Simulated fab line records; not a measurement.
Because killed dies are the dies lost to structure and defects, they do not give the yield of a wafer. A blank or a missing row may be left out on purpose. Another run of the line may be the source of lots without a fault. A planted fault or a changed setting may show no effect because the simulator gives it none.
fab line records	flow sfqLine
record: lots: 6	wafers: 18	lastDay: 100
route steps=325 shown M0@32 I0@43 M1@58
lots with no fault: from the same line, run without faults
startH: start of the lot's first displayed wafer, in hours after the record's first day	waitH: time in hours since the lot's previous step	" identical to the entry in the row above	L1.1+2: several wafers, shown together as one row	- no value, or no start was given	* or withheld: withheld	< > ~ a bound
route shown NAME@n: NAME is a module with steps in the file, n the number in the route of the first one	usual: mean/standard deviation of fault-free wafers	same: alike in all rows	chamber/n: place in a boat	sites: per-site readings	_std_site: their standard deviation	_edge_site: inner sites' mean taken away from outer sites' mean	radiusMm: how far each site lies from the wafer's centre	mask NAME#n: copy n	behind: the tool/chamber that last shaped the wafer	hold: cause of the lot's hold/its duration in hours/its outcome	device: transistor that didn't switch, given as n, p or np	end of line: tests run on the same wafers once the route is complete	a step with no rows: only its recipe	killed: dies that structure and defects cost at the first sort, which is not the same as the wafer's yield	map: dies across one wafer; x = killed, . = not, _ = none there
set.NAME: the run value of the setting; set.NAME@STEP: its run value at that earlier step	model.NAME: the simulator's own value behind a step, which no gauge read
lots at some steps of the route; a table a step, a row a wafer
services: from which hour (startH, from the record's first day; less than 0 if before it) a tool's chamber was out of use, for how many hours, and why
== steps ==
step: SFQ_TRILAYER_M0_LITHO_COAT_026
recipe: resist: BARC	spinRpm: 3000	resistThkNm: 62
step: SFQ_TRILAYER_M0_LITHO_COAT_021
recipe: resist: KrF	spinRpm: 3000	resistThkNm: 600
step: SFQ_TRILAYER_M0_LITHO_SOFTBAKE_025
recipe: tempC: withheld	timeS: withheld	resist: KrF
step: SFQ_TRILAYER_M0_LITHO_EXPOSE_022
recipe: maskId: M0	na: 0.6	sourceShape: conventional	sigmaOuter: 0.65	targetCdNm: 500	doseMj: 14.4
step: SFQ_TRILAYER_M0_LITHO_PEB_024
recipe: pebTempC: 115	pebTimeS: 60	resist: KrF
step: SFQ_TRILAYER_M0_LITHO_DEVELOP_023
recipe: timeS: 60	resist: KrF
step: SFQ_M0_OVL_MEAS_906
usual: M0_OVL: -2/4.7
lot.wafer	tool	chamber	startH	waitH	M0_OVL[nm]
L744.2	overlay-01	-	354.55	0.1	-5
L744.3	"	-	"	"	5
L744.6	"	-	"	"	1
L745.2	overlay-01	-	360.55	0.1	3
L745.4	"	-	"	"	1
L745.6	"	-	"	"	-4
L750.2	overlay-02	-	389.45	0.1	0
L750.4	"	-	"	"	-1
L750.6	"	-	"	"	-8
L751.2	overlay-02	-	394.25	0.1	-4
L751.3	"	-	"	"	6
L751.4	"	-	"	"	5
L753.1	overlay-02	-	408.77	0.1	-13
L753.5	"	-	"	"	-11
L753.6	"	-	"	"	-6
L757.1	overlay-01	-	436.50	0.1	8
L757.2	"	-	"	"	2
L757.5	"	-	"	"	0
step: SFQ_TRILAYER_M0_BARC_OPEN_METAL_ETCH_031
recipe: maskMaterial: PR	chemistry: O2	targetDepthNm: 125	target: BARC	icpW: 600	biasW: 80	pressureMtorr: 10	timeS: 41.7
step: SFQ_TRILAYER_M0_ETCH_METAL_ETCH_024
recipe: target: Nb	stopOn: SiO2	maskMaterial: PR	chemistry: Cl2/Ar	targetDepthNm: 240	icpW: 600	biasW: 80	pressureMtorr: 10	timeS: 120
step: SFQ_TRILAYER_M0_STRIP_STRIP_025
recipe: gas: O2	powerW: 200	platenTempC: 40	overashFraction: 0.65	chemistry: O2	pressureMtorr: 50
usual: drypumpMotorCurrentA: 6.0/0.46	oesProductAu: 1.003/0.0091
lot.wafer	tool	chamber	startH	waitH	drypumpMotorCurrentA	oesProductAu	rfHoursCounterH
L744.2	rieMetal-03	0	354.83	0.1	6.0	1.003	10
L744.3	"	1	"	"	5.2	0.996	-
L744.6	"	0	"	"	6.0	1.016	-
L745.2	rieMetal-01	0	360.77	0.1	5.8	1.008	4
L745.4	"	1	"	"	5.5	0.991	-
L745.6	"	1	"	"	5.5	0.990	-
L750.2	rieMetal-04	1	389.67	0.1	6.1	1.008	2
L750.4	"	0	"	"	6.7	1.006	-
L750.6	"	0	"	"	6.7	1.011	-
L751.2	rieMetal-04	1	394.47	0.1	6.1	1.002	2
L751.3	"	1	"	"	6.1	1.001	-
L751.4	"	0	"	"	6.7	1.012	-
L753.1	rieMetal-04	1	408.99	0.1	6.1	1.022	4
L753.5	"	1	"	"	6.1	1.017	-
L753.6	"	0	"	"	6.6	1.017	-
L757.1	rieMetal-04	0	436.72	0.1	6.6	1.002	124
L757.2	"	1	"	"	6.1	1.016	8
L757.5	"	1	"	"	6.1	1.004	-
step: SFQ_TRILAYER_M0_STRIP_SOLV_CLEAN_026
recipe: chemistry: NMP	tempC: 70	timeS: 600
step: SFQ_TRILAYER_I0_DEP_PECVD_027
recipe: material: SiO2	tempC: 150	timeS: 111.11	pressureTorr: 2.4	rfW: 183.3	precursor: SiH4/N2O	targetThkNm: 500
usual: heaterPowerW: 84/13	showerheadVppV: 820/42	throttleValvePct: 24.8/1
lot.wafer	tool	chamber	startH	waitH	heaterPowerW	showerheadVppV	sinceWetCleanH	throttleValvePct
L744.2	pecvd-04	0	356.01	0.0	97	784	901	25.5
L744.3	"	1	"	"	79	848	901	25.7
L744.6	"	2	"	"	86	792	-	23.5
L745.2	pecvd-03	1	361.54	0.0	83	777	523	23.1
L745.4	"	0	"	"	93	826	-	24.7
L745.6	"	2	"	"	95	915	-	24.8
L750.2	pecvd-03	2	390.48	0.0	96	918	552	24.8
L750.4	"	0	"	"	91	815	-	24.9
L750.6	"	1	"	"	79	778	-	22.9
L751.2	pecvd-02	2	395.28	0.0	90	774	1310	25.9
L751.3	"	1	"	"	60	811	1310	25.6
L751.4	"	2	"	"	94	766	-	25.9
L753.1	pecvd-02	0	409.79	0.0	61	818	1324	24.9
L753.5	"	0	"	"	64	824	-	24.9
L753.6	"	2	"	"	83	768	-	25.6
L757.1	pecvd-02	0	437.49	0.0	62	820	1352	24.7
L757.2	"	2	"	"	92	769	1352	25.7
L757.5	"	1	"	"	62	834	-	25.4
step: SFQ_TRILAYER_I0_CMP_CMP_028
recipe: material: SiO2	downForcePsi: 3	platenRpm: 60	padVelocityMS: 0.94248
usual: motorCurrentA: 10.5/0.75	slurryFilterDpKPa: 13.49/0.13	timeToEndpointS: 215/7.4
lot.wafer	tool	chamber	startH	waitH	motorCurrentA	slurryFilterDpKPa	timeToEndpointS	model.SiO2_of_TRILAYER_I0_DEP_PECVD_027.thkNm
L744.3	cmp-01	3	356.59	0.5	9.9	13.42	209	198.2
L744.2	"	0	"	"	9.5	13.61	224	199.9
L744.6	"	3	358.59	2.5	10.7	13.71	217	198.8
L745.4	cmp-02	1	362.12	0.5	11.1	13.31	220	200.8
L745.2	"	2	"	"	10.1	13.35	209	199.6
L745.6	"	0	363.62	2.0	10.7	13.60	228	200.8
L750.4	cmp-02	3	390.56	0.0	11.6	13.41	230	183.8
L750.2	"	1	391.56	1.0	10.4	13.67	218	185.2
L750.6	"	3	392.56	2.0	11.4	13.36	232	184.4
L751.2	cmp-02	2	395.36	0.0	10.1	13.50	223	183.5
L751.3	"	0	396.36	1.0	10.9	13.41	223	186.1
L751.4	"	1	"	"	10.9	13.41	227	183.5
L753.1	cmp-01	3	410.86	1.0	10.0	13.45	199	198.4
L753.6	"	1	411.86	2.0	11.4	13.54	219	199.9
L753.5	"	2	"	"	9.5	13.54	218	200.2
L757.2	cmp-01	0	439.21	1.7	9.6	13.69	225	200.2
L757.1	"	1	"	"	11.2	13.22	215	200.3
L757.5	"	3	440.71	3.1	9.9	13.39	216	199.6
step: SFQ_I0_BOW_MEAS_907
recipe: mode: bow
usual: I0_BOW: 0/7.3
lot.wafer	tool	chamber	startH	waitH	I0_BOW[um]
L744.2	filmMetro-03	-	359.11	1.5	3
L744.3	"	-	"	"	-6
L744.6	"	-	"	"	-1
L745.2	filmMetro-02	-	364.64	1.5	3
L745.4	"	-	"	"	-1
L745.6	"	-	"	"	8
L750.2	filmMetro-01	-	393.58	1.5	1
L750.4	"	-	"	"	3
L750.6	"	-	"	"	-6
L750.2	filmMetro-01	-	394.90	1.3	-
L750.4	"	-	"	"	-
L750.6	"	-	"	"	-
L751.2	filmMetro-02	-	398.38	2.5	10
L751.3	"	-	"	"	1
L751.4	"	-	"	"	-9
L751.2	filmMetro-02	-	399.70	1.3	-
L751.3	"	-	"	"	-
L751.4	"	-	"	"	-
L753.1	filmMetro-01	-	412.86	1.5	-5
L753.5	"	-	"	"	-13
L753.6	"	-	"	"	-6
L757.1	filmMetro-01	-	441.71	1.5	8
L757.2	"	-	"	"	8
L757.5	"	-	"	"	-5
step: SFQ_TRILAYER_I0_METRO_MEASURE_029
usual: thkNm: 199.8/1
lot.wafer	tool	chamber	startH	waitH	thkNm
L744.2	filmMetro-03	-	359.41	0.3	200.0
L744.3	"	-	"	"	198.1
L744.6	"	-	"	"	198.6
L745.2	filmMetro-02	-	364.94	0.3	199.6
L745.4	"	-	"	"	200.7
L745.6	"	-	"	"	200.9
L750.2	filmMetro-01	-	397.86	2.9	185.2
L750.4	"	-	"	"	183.8
L750.6	"	-	"	"	184.6
L750.2	filmMetro-01	-	399.23	1.2	185.2
L750.4	"	-	"	"	184.0
L750.6	"	-	"	"	184.4
L751.2	filmMetro-02	-	402.14	2.4	183.5
L751.3	"	-	"	"	186.3
L751.4	"	-	"	"	183.5
L751.2	filmMetro-02	-	403.51	1.2	183.4
L751.3	"	-	"	"	186.2
L751.4	"	-	"	"	183.6
L753.1	filmMetro-01	-	412.98	0.1	198.3
L753.5	"	-	"	"	200.2
L753.6	"	-	"	"	199.9
L757.1	filmMetro-01	-	441.83	0.1	200.4
L757.2	"	-	"	"	200.1
L757.5	"	-	"	"	199.6
step: SFQ_TRILAYER_I0_VIA_LITHO_COAT_036
recipe: resist: BARC	spinRpm: 3000	resistThkNm: 62
step: SFQ_TRILAYER_I0_VIA_LITHO_COAT_031
recipe: resist: KrF	spinRpm: 3000	resistThkNm: 650
step: SFQ_TRILAYER_I0_VIA_LITHO_SOFTBAKE_035
recipe: tempC: withheld	timeS: withheld	resist: KrF
step: SFQ_TRILAYER_I0_VIA_LITHO_EXPOSE_032
recipe: maskId: I0	na: 0.6	sourceShape: conventional	sigmaOuter: 0.65	targetCdNm: 500	doseMj: 21.3
step: SFQ_TRILAYER_I0_VIA_LITHO_PEB_034
recipe: pebTempC: 115	pebTimeS: 60	resist: KrF
step: SFQ_TRILAYER_I0_VIA_LITHO_DEVELOP_033
recipe: timeS: 60	resist: KrF
step: SFQ_I0_OVL_MEAS_908
usual: I0_OVL: -3/4.2
lot.wafer	tool	chamber	startH	waitH	I0_OVL[nm]
L744.2	overlay-01	-	486.45	0.1	-3
L744.3	"	-	"	"	-6
L744.6	"	-	"	"	-5
L745.2	overlay-02	-	494.85	0.1	5
L745.4	"	-	"	"	1
L745.6	"	-	"	"	2
L750.2	overlay-01	-	542.85	0.1	0
L750.4	"	-	"	"	2
L750.6	"	-	"	"	-7
L751.2	overlay-01	-	551.38	0.1	-2
L751.3	"	-	"	"	-5
L751.4	"	-	"	"	-2
L753.1	overlay-01	-	567.10	0.1	-8
L753.5	"	-	"	"	-4
L753.6	"	-	"	"	-8
L757.1	overlay-02	-	598.42	0.1	2
L757.2	"	-	"	"	2
L757.5	"	-	"	"	0
step: SFQ_TRILAYER_I0_VIA_BARC_OPEN_VIA_ETCH_046
recipe: maskMaterial: PR	chemistry: O2	targetDepthNm: 125	target: BARC	sourceW: 500	biasW: 80	pressureMtorr: 30	timeS: 41.7
usual: drypumpMotorCurrentA: 5.8/0.41	oesProductAu: 0.685/0.0049
lot.wafer	tool	chamber	startH	waitH	drypumpMotorCurrentA	oesProductAu	rfHoursCounterH
L744.2	rieDiel-01	1	486.48	0.0	6.1	0.691	12
L744.3	"	3	"	"	5.2	0.688	1
L744.6	"	2	"	"	5.4	0.682	-
L745.2	rieDiel-01	3	494.88	0.0	5.2	0.688	1
L745.4	"	1	"	"	6.1	0.681	12
L745.6	"	0	"	"	5.8	0.683	-
L750.2	rieDiel-02	2	542.88	0.0	6.1	0.684	18
L750.4	"	3	"	"	5.5	0.688	2
L750.6	"	0	"	"	6.7	0.684	-
L751.2	rieDiel-01	1	551.41	0.0	6.1	0.680	13
L751.3	"	2	"	"	5.4	0.686	1
L751.4	"	0	"	"	5.8	0.685	76
L753.1	rieDiel-02	3	567.13	0.0	5.5	0.684	2
L753.5	"	0	"	"	6.7	0.681	-
L753.6	"	3	"	"	5.5	0.683	-
L757.1	rieDiel-01	2	598.46	0.0	5.4	0.680	2
L757.2	"	0	"	"	5.9	0.686	77
L757.5	"	0	"	"	5.9	0.681	-
step: SFQ_TRILAYER_I0_VIA_ETCH_VIA_ETCH_034
recipe: target: SiO2	stopOn: Nb	maskMaterial: PR	taperDeg: 20	chemistry: CHF3	targetDepthNm: 260	sourceW: 500	biasW: 80	pressureMtorr: 30	timeS: withheld
usual: drypumpMotorCurrentA: 5.8/0.4	oesProductAu: 0.854/0.0053
lot.wafer	tool	chamber	startH	waitH	drypumpMotorCurrentA	oesProductAu	model.I0.featureDepthNm	model.etch.depthNm
L744.2	rieDiel-01	1	486.52	0.0	6.1	0.855	199.9	199.9
L744.3	"	3	"	"	5.2	0.846	198.2	198.2
L744.6	"	2	"	"	5.4	0.855	198.8	198.8
L745.2	rieDiel-01	3	494.92	0.0	5.2	0.848	199.6	199.6
L745.4	"	1	"	"	6.1	0.854	200.8	200.8
L745.6	"	0	"	"	5.9	0.854	200.8	200.8
L750.2	rieDiel-02	2	542.92	0.0	6.1	0.828	185.2	185.2
L750.4	"	3	"	"	5.5	0.806	183.8	183.8
L750.6	"	0	"	"	6.7	0.813	184.4	184.4
L751.2	rieDiel-01	1	551.45	0.0	6.1	0.809	183.5	183.5
L751.3	"	2	"	"	5.4	0.821	186.1	186.1
L751.4	"	0	"	"	5.9	0.811	183.5	183.5
L753.1	rieDiel-02	3	567.17	0.0	5.5	0.855	198.4	198.4
L753.5	"	0	"	"	6.7	0.856	200.2	200.2
L753.6	"	3	"	"	5.5	0.853	199.9	199.9
L757.1	rieDiel-01	2	598.50	0.0	5.4	0.854	200.3	200.3
L757.2	"	0	"	"	5.9	0.862	200.2	200.2
L757.5	"	0	"	"	5.9	0.849	199.6	199.6
step: SFQ_TRILAYER_I0_VIA_STRIP_STRIP_035
recipe: gas: O2	powerW: 200	platenTempC: 40	overashFraction: 0.65	chemistry: O2	pressureMtorr: 50
usual: drypumpMotorCurrentA: 5.8/0.32	oesProductAu: 0.999/0.0084
lot.wafer	tool	chamber	startH	waitH	drypumpMotorCurrentA	oesProductAu	rfHoursCounterH
L744.2	rieMetal-02	0	486.64	-	5.6	1.007	84
L744.3	"	1	"	"	6.3	0.999	-
L744.6	"	0	"	"	5.6	1.007	-
L745.2	rieMetal-01	0	495.04	-	5.8	1.001	22
L745.4	"	0	"	"	5.8	1.001	-
L745.6	"	0	"	"	5.9	1.001	-
L750.2	rieMetal-01	0	543.04	-	5.8	0.999	27
L750.4	"	0	"	"	5.8	1.002	-
L750.6	"	1	"	"	5.5	1.001	-
L751.2	rieMetal-03	0	551.56	-	6.0	1.001	36
L751.3	"	0	"	"	6.0	1.012	-
L751.4	"	1	"	"	5.3	0.986	-
L753.1	rieMetal-01	0	567.29	-	5.8	0.996	33
L753.5	"	0	"	"	5.8	0.994	-
L753.6	"	0	"	"	5.8	0.989	-
L757.1	rieMetal-02	0	598.61	-	5.6	0.991	100
L757.2	"	1	"	"	6.3	1.010	1
L757.5	"	1	"	"	6.3	1.008	-
step: SFQ_TRILAYER_I0_VIA_STRIP_SOLV_CLEAN_036
recipe: chemistry: NMP	tempC: 70	timeS: 600
step: SFQ_TRILAYER_M1_DEP_PRE_CLEAN_038
recipe: gas: Ar	timeS: 22.5	biasV: 250
lot.wafer	tool	chamber	startH	waitH	model.SiO2_of_TRILAYER_I0_DEP_PECVD_027.thkNm
L744.2	pvdSputter-03	-	487.41	0.0	192.4
L744.3	"	-	"	"	190.7
L744.6	"	-	"	"	191.3
L745.2	pvdSputter-06	-	495.83	0.0	192.1
L745.4+6	"	-	"	"	193.3
L750.2	pvdSputter-06	-	543.81	0.0	177.6
L750.4	"	-	"	"	176.3
L750.6	"	-	"	"	176.9
L751.2+4	pvdSputter-04	-	552.54	0.0	176
L751.3	"	-	"	"	178.6
L753.1	pvdSputter-04	-	568.66	0.0	190.9
L753.5	"	-	"	"	192.7
L753.6	"	-	"	"	192.4
L757.1	pvdSputter-03	-	599.39	0.0	192.8
L757.2	"	-	"	"	192.7
L757.5	"	-	"	"	192.1
step: SFQ_TRILAYER_M1_DEP_SPUTTER_037
recipe: material: Nb	basePressurePa: 1.33e-06	chamberPressurePa: 0.1333	substrateTempC: 20	resputterCathodeVoltageV: 400	targetThkNm: 200	powerW: 2000	timeS: 133.3
usual: basePressurePa: 1.34e-06/8.9e-08	chamberPressurePa: 0.13329/0.00027	throttleValvePct: 30.2/1
lot.wafer	tool	chamber	startH	waitH	basePressurePa	chamberPressurePa	throttleValvePct
L744.2	pvdSputter-03	-	487.44	0.0	1.33e-06	0.13376	30.8
L744.3	"	-	"	"	1.19e-06	0.13295	30.1
L744.6	"	-	"	"	1.33e-06	0.13341	30.3
L745.2	pvdSputter-06	-	495.86	0.0	1.22e-06	0.13318	32.7
L745.4	"	-	"	"	1.24e-06	0.13333	29.4
L745.6	"	-	"	"	1.38e-06	0.13337	32.6
L750.2	pvdSputter-06	-	543.84	0.0	1.44e-06	0.1336	30.6
L750.4	"	-	"	"	1.29e-06	0.13334	29.6
L750.6	"	-	"	"	1.44e-06	0.13309	29.6
L751.2	pvdSputter-04	-	552.57	0.0	1.41e-06	0.13359	30.8
L751.3	"	-	"	"	1.3e-06	0.13341	28.9
L751.4	"	-	"	"	1.4e-06	0.13297	29.1
L753.1	pvdSputter-04	-	568.69	0.0	1.36e-06	0.13298	29.4
L753.5	"	-	"	"	1.33e-06	0.13368	30.5
L753.6	"	-	"	"	1.16e-06	0.13304	28.6
L757.1	pvdSputter-03	-	599.42	0.0	1.32e-06	0.13332	30.2
L757.2	"	-	"	"	1.4e-06	0.13291	31.0
L757.5	"	-	"	"	1.24e-06	0.13339	30.9
== services ==
tool	chamber	startH	hours	kind
pvdSputter-03	-	334.29	32.6	repair
rieMetal-01	1	344.41	2.4	repair
pvdSputter-04	-	345.71	0.7	repair
rieMetal-01	-	352.93	2.8	pm
filmMetro-01	-	354.37	0.4	pm
rieDiel-02	3	361.05	1.3	repair
filmMetro-01	-	364.27	0.9	pm
pvdSputter-04	-	366.24	2.3	repair
filmMetro-01	-	368.94	23.5	pm
pvdSputter-06	-	390.23	3.6	repair
pvdSputter-03	-	402.92	2.2	repair
rieDiel-02	-	418.16	1.4	repair
pvdSputter-06	-	421.50	5.3	repair
rieMetal-04	1	449.75	16.4	repair
pvdSputter-06	-	496.22	6.8	repair
rieDiel-02	3	496.85	6.2	repair
rieDiel-01	2	511.04	1.9	repair
rieMetal-04	-	516.01	0.2	repair
filmMetro-01	-	516.89	0.6	pm
filmMetro-01	-	529.60	0.8	pm
pvdSputter-03	-	531.68	1.5	repair
filmMetro-01	-	540.41	1.4	pm
rieMetal-04	1	550.33	1.0	repair
filmMetro-01	-	599.37	1.6	pm
== key ==
firstSign: step: SFQ_I0_BOW_MEAS_907	reading: visit	direction: added
effect: step: SFQ_TRILAYER_I0_METRO_MEASURE_029	reading: visit	direction: added
effect: step: SFQ_TRILAYER_I0_METRO_MEASURE_029	reading: thkNm	direction: down	sigmas: 15	usual: 199.8	struck: 184.5
effect: step: SFQ_TRILAYER_I0_VIA_ETCH_VIA_ETCH_034	reading: oesProductAu	direction: down	sigmas: 7.4	usual: 0.854	struck: 0.815
modelEffect: step: SFQ_TRILAYER_I0_CMP_CMP_028	value: SiO2_of_TRILAYER_I0_DEP_PECVD_027.thkNm	without: 199.4	struck: 184.4
modelEffect: step: SFQ_TRILAYER_I0_VIA_ETCH_VIA_ETCH_034	value: I0.featureDepthNm	without: 199.4	struck: 184.4
modelEffect: step: SFQ_TRILAYER_M1_DEP_PRE_CLEAN_038	value: SiO2_of_TRILAYER_I0_DEP_PECVD_027.thkNm	without: 191.9	struck: 176.9
metAt SFQ_TRILAYER_I0_CMP_CMP_028
struckWafers L750.2,L750.4,L750.6,L751.2,L751.3,L751.4
fault: kind: processParameterDrift	tool: cmp-02	chamber: -	onsetH: 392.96	steps: SFQ_TRILAYER_I0_CMP_CMP_028	channel: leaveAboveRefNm	offset: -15	shape: step	endH: 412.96	actsIn: theseRecipesOnly	stated: 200
